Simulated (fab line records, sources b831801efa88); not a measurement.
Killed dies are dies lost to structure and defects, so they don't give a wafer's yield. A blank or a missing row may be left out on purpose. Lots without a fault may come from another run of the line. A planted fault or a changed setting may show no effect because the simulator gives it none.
Split-lot experiment | flow sfq_line | 5 lots, 23 wafers read, on a route of 325 steps

THE SPLIT
At SFQ_TRILAYER_M7_LITHO_PEB_180 (peb time 60 s), the setting peb_temp_c was moved away from the recipe's 115 C on 8 of the 23 wafers read, by -2.5% to +2.8%. The other wafers ran this setting at the recipe's value.

FROM THE SPLIT TO THE READING: what the file shows between them, 1 step
- SFQ_TRILAYER_M7_LITHO_DEVELOP_179: time 60 s

THE READING
M7.cd_nm (the simulator's own value, which no gauge read), in nm, at SFQ_TRILAYER_M7_BARC_OPEN_METAL_ETCH_229 (etches BARC in O2, target depth 125 nm, time 41.7 s). The file gives no usual value for it. The 15 wafers here that ran the recipe average 501.8 nm, standard deviation 5.2 nm.

wafer  | tool, chamber at the split | peb_temp_c as run, C | against the recipe | M7.cd_nm, nm | against lot-mates on the recipe
L076.1 | litho_track-01, 0          | 118.2                | +2.8%              | 446.4        | -58.8
L076.2 | litho_track-01, 0          | 115                  | recipe             | 508.4        | -
L076.3 | litho_track-01, 0          | 115                  | recipe             | 508          | -
L076.5 | litho_track-01, 0          | 115                  | recipe             | 499.3        | -
L076.6 | litho_track-01, 0          | 118.2                | +2.8%              | 446.2        | -59.0
L081.2 | litho_track-01, 0          | 115                  | recipe             | 501.4        | -
L081.3 | litho_track-01, 0          | 115                  | recipe             | 500.7        | -
L081.6 | litho_track-01, 0          | 115                  | recipe             | 500.7        | -
L082.1 | litho_track-01, 0          | 115                  | recipe             | 508.5        | -
L082.2 | litho_track-01, 0          | 115                  | recipe             | 508.6        | -
L082.3 | litho_track-01, 0          | 115                  | recipe             | 501.5        | -
L082.5 | litho_track-01, 0          | 113                  | -1.7%              | 547.2        | +41.0
L082.6 | litho_track-01, 0          | 113                  | -1.7%              | 539.4        | +33.2
L083.1 | litho_track-04, 0          | 115                  | recipe             | 491.2        | -
L083.2 | litho_track-04, 0          | 112.1                | -2.5%              | 548.9        | +54.8
L083.3 | litho_track-04, 0          | 112.1                | -2.5%              | 559          | +64.9
L083.5 | litho_track-04, 0          | 115                  | recipe             | 491.7        | -
L083.6 | litho_track-04, 0          | 115                  | recipe             | 499.5        | -
L084.1 | litho_track-02, 0          | 115                  | recipe             | 501.8        | -
L084.2 | litho_track-02, 0          | 115                  | recipe             | 503.3        | -
L084.3 | litho_track-02, 0          | 115                  | recipe             | 502          | -
L084.4 | litho_track-02, 0          | 113.3                | -1.5%              | 534.2        | +31.8
L084.6 | litho_track-02, 0          | 113.3                | -1.5%              | 534.7        | +32.3

THE FIT
A straight line over all 23 wafers: M7.cd_nm changes by -20.9 nm for each +1% of peb_temp_c; r = -0.98; the points scatter about the line by 5.1 nm.
The same after taking each lot's own level away (the mean of its wafers on the recipe; 23 wafers): -22 nm for each +1%; r = -0.99; scatter 3.5 nm.
On that fit, the largest move of peb_temp_c shifts the reading by 61 nm.
The lots' own levels span 494.13 to 506.20 nm, that is 2.3 times the standard deviation above.
So the lot-to-lot level changes the slope little: the two slopes agree.
Check: with one of the wafers moved furthest among these (+2.8%) left out of the fit, the line predicts -61.7 nm for it against its lot-mates. It came out at -58.8 nm against them.

OTHER SPLITS ON THESE WAFERS
These wafers also went through other splits before the reading. Each is held against what the fit with the lots' levels taken away leaves over:
other split on the same wafers                     | wafers away from the commonest value | r with M7.cd_nm (lot level and that fit taken away)
SFQ_TRILAYER_M6_DEP_PRE_CLEAN_158 bias_v           | 7                                    | -0.22
SFQ_TRILAYER_M6_LITHO_COAT_159 resist_thk_nm       | 11                                   | +0.01
SFQ_TRILAYER_M6_ETCH_METAL_ETCH_162 pressure_mtorr | 18                                   | +0.05
SFQ_TRILAYER_I6_VIA_LITHO_COAT_174 resist_thk_nm   | 12                                   | +0.02
SFQ_TRILAYER_I6_VIA_LITHO_EXPOSE_170 dose_mj       | 12                                   | -0.28

THE FILE'S OWN FIT
M7.cd_nm changes by -22.1 nm for each +1% of peb_temp_c, r = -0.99.
